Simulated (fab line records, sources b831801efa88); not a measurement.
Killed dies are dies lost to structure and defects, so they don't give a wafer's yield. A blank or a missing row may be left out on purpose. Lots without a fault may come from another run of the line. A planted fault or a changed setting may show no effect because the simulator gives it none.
Chamber matching | flow sfq_line | SFQ_TRILAYER_L0_VIA_ETCH_VIA_ETCH_016 on rie_diel-04: 4 sister chambers
The step etches SiO2 in CHF3, stops on MoNx KI, target depth 80 nm. 14 wafers are shown with their chamber, then 6 later ones without.

WAFERS WITH THEIR CHAMBER
wafer  | chamber | bias_w (W) | oes_product_au (a.u.)
L130.1 | 1       | 80.20      | 0.834
L130.2 | 0       | 79.67      | 0.835
L130.3 | 2       | 79.93      | 0.835
L132.1 | 2       | 80.75      | 0.838
L132.5 | 0       | 80.26      | 0.839
L143.1 | 0       | 79.84      | 0.844
L143.2 | 3       | 79.97      | 0.828
L143.4 | 1       | 79.93      | 0.836
L144.2 | 1       | 80.17      | 0.827
L144.3 | 3       | 80.02      | 0.836
L144.6 | 1       | 80.22      | 0.843
L145.3 | 2       | 80.15      | 0.832
L145.5 | 2       | 80.27      | 0.839
L145.6 | 1       | 79.81      | 0.849

SIGNATURES (means of the wafers above)
reading        | chamber 0 | chamber 1 | chamber 2 | chamber 3 | scatter within a chamber
bias_w         | 79.9233   | 80.0660   | 80.2750   | 79.9950   | 0.261
oes_product_au | 0.83933   | 0.83780   | 0.83600   | 0.83200   | 0.00624
Rule: a wafer's distance from a chamber is the root of the sum, over the readings, of the square of ((its reading less the chamber's mean) divided by the reading's scatter). The wafer belongs to the nearest chamber; if the next one is less than 2 further off, it can't be placed. The scatter: the root of (the sum of the squares of (reading less its chamber's mean) over the shown wafers, divided by (wafers less chambers)).

WAFERS WITHOUT THEIR CHAMBER
wafer  | bias_w (W) | oes_product_au (a.u.)
L147.2 | 79.70      | 0.833
L147.3 | 80.20      | 0.830
L147.6 | 79.98      | 0.831
L148.1 | 79.94      | 0.852
L148.2 | 79.92      | 0.841
L148.4 | 80.18      | 0.845

WHICH CHAMBER EACH WENT THROUGH
wafer  | from the rows above               | in truth
L147.2 | can't be placed: 3 or 0 or 1 or 2 | 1
L147.3 | can't be placed: 3 or 2 or 1 or 0 | 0
L147.6 | can't be placed: 3 or 1 or 0 or 2 | 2
L148.1 | can't be placed: 0 or 1 or 2 or 3 | 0
L148.2 | can't be placed: 0 or 1 or 3 or 2 | 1
L148.4 | can't be placed: 1 or 0 or 2 or 3 | 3
Placed correctly: 0 of 6. Can't be placed from these rows: 6 (the true chamber is among the candidates in 6). Placed wrongly: 0.
